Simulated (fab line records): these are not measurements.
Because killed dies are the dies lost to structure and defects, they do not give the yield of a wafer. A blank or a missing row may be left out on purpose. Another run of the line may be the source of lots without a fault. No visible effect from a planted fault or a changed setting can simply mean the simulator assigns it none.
What tool caused it? / flow gf180mcu / Sampling: 11 lots, 33 wafers, 4 of 602 route steps

== WHAT EACH GAUGE READ, for each wafer ==
GF_V4_RS_MEAS_24: measurement is done with a four-point probe.
lot=L477; measured=day 24 17:52; on=film_metro-02; V4_W_RS (ohm/sq)=0.333 0.332 0.330
lot=L478; measured=day 25 01:54; on=film_metro-03; V4_W_RS (ohm/sq)=0.330 0.337 0.331
lot=L480; measured=day 25 13:13; on=film_metro-03; V4_W_RS (ohm/sq)=0.330 0.332 0.335
lot=L486; measured=day 27 16:31; on=film_metro-02; V4_W_RS (ohm/sq)=0.324 0.328 0.255 0.324 0.328 0.256
lot=L488; measured=day 27 22:58; on=film_metro-02; V4_W_RS (ohm/sq)=0.327 0.328 0.254 0.327 0.327 0.254
lot=L492; measured=day 29 05:48; on=film_metro-02; V4_W_RS (ohm/sq)=0.342 0.332 0.338
lot=L493; measured=day 30 01:19; on=film_metro-02; V4_W_RS (ohm/sq)=0.331 0.335 0.332
lot=L496; measured=day 30 14:40; on=film_metro-02; V4_W_RS (ohm/sq)=0.331 0.337 0.339
lot=L497; measured=day 31 00:23; on=film_metro-03; V4_W_RS (ohm/sq)=0.337 0.332 0.335
lot=L499; measured=day 31 10:20; on=film_metro-02; V4_W_RS (ohm/sq)=0.329 0.329 0.328
lot=L498; measured=day 31 13:59; on=film_metro-02; V4_W_RS (ohm/sq)=0.331 0.330 0.326

== WHICH TOOL RAN EACH LOT (tool, then ch and the chambers of the sampled wafers, then the start) ==
lot=L477; GF_M4_SPUTTER_01=pvd_sputter-02, day 22 18:43; GF_M4_SPUTTER_03=pvd_sputter-02, day 22 18:47; GF_V4_CVD_23=cvd_w-02 ch 0,1, day 24 17:46
lot=L478; GF_M4_SPUTTER_01=pvd_sputter-03, day 23 02:05; GF_M4_SPUTTER_03=pvd_sputter-03, day 23 02:08; GF_V4_CVD_23=cvd_w-02 ch 0,1, day 25 01:47
lot=L480; GF_M4_SPUTTER_01=pvd_sputter-02, day 23 16:12; GF_M4_SPUTTER_03=pvd_sputter-02, day 23 16:16; GF_V4_CVD_23=cvd_w-02 ch 0, day 25 13:05
lot=L486; GF_M4_SPUTTER_01=pvd_sputter-03, day 25 20:18; GF_M4_SPUTTER_03=pvd_sputter-03, day 25 20:22; GF_V4_CVD_23=cvd_w-02 ch 0,1, day 27 16:23
lot=L488; GF_M4_SPUTTER_01=pvd_sputter-02, day 26 03:39; GF_M4_SPUTTER_03=pvd_sputter-02, day 26 03:43; GF_V4_CVD_23=cvd_w-02 ch 0,1, day 27 22:50
lot=L492; GF_M4_SPUTTER_01=pvd_sputter-02, day 27 12:25; GF_M4_SPUTTER_03=pvd_sputter-02, day 27 12:29; GF_V4_CVD_23=cvd_w-01 ch 0,1, day 29 05:40
lot=L493; GF_M4_SPUTTER_01=pvd_sputter-01, day 28 08:32; GF_M4_SPUTTER_03=pvd_sputter-01, day 28 08:36; GF_V4_CVD_23=cvd_w-01 ch 0,1, day 30 01:12
lot=L496; GF_M4_SPUTTER_01=pvd_sputter-03, day 28 23:04; GF_M4_SPUTTER_03=pvd_sputter-03, day 28 23:08; GF_V4_CVD_23=cvd_w-01 ch 0,1, day 30 14:33
lot=L497; GF_M4_SPUTTER_01=pvd_sputter-01, day 29 09:37; GF_M4_SPUTTER_03=pvd_sputter-01, day 29 09:40; GF_V4_CVD_23=cvd_w-02 ch 0,1, day 31 00:17
lot=L499; GF_M4_SPUTTER_01=pvd_sputter-03, day 29 19:47; GF_M4_SPUTTER_03=pvd_sputter-03, day 29 19:50; GF_V4_CVD_23=cvd_w-02 ch 1, day 31 10:14
lot=L498; GF_M4_SPUTTER_01=pvd_sputter-02, day 29 23:22; GF_M4_SPUTTER_03=pvd_sputter-02, day 29 23:26; GF_V4_CVD_23=cvd_w-02 ch 0,1, day 31 13:50
- GF_M4_SPUTTER_01: material TiN, target thk 30 nm, time 25 s.
- GF_M4_SPUTTER_03: material Ti, target thk 10 nm, time 6.7 s.
- GF_V4_CVD_23: deposits W, target thk 350 nm, time 104.9 s.

== THE ANSWER, worked out from the rows above alone ==
Rule: the lots themselves supply what counts as usual. The widest of any qualifying gaps counts: lots, ordered by their means at a reading, are off when they make up no more than a third of the lots, leave a main group of 4 or more, and stand apart from it by 3 or more times the standard deviation of that group's means. If all means in a main group match to the digits the tables above print for the reading, that group is not used. Also off: a lot with no number at a reading for which 4 or more lots have one. The other lots that the step has rows for count as sound.
Off: at GF_V4_RS_MEAS_24 (V4_W_RS), L486, L488. The main group: mean 0.333 ohm/sq, standard deviation 0.0027.
A tool fits if, at a process step before that reading, it ran every lot that is off, and no sound lot after the first of them. Gauges at GF_V4_RS_MEAS_24: tried the same way as those tools. Of those tried, none fits.

== WHAT THE SIMULATOR HAD PUT IN ==
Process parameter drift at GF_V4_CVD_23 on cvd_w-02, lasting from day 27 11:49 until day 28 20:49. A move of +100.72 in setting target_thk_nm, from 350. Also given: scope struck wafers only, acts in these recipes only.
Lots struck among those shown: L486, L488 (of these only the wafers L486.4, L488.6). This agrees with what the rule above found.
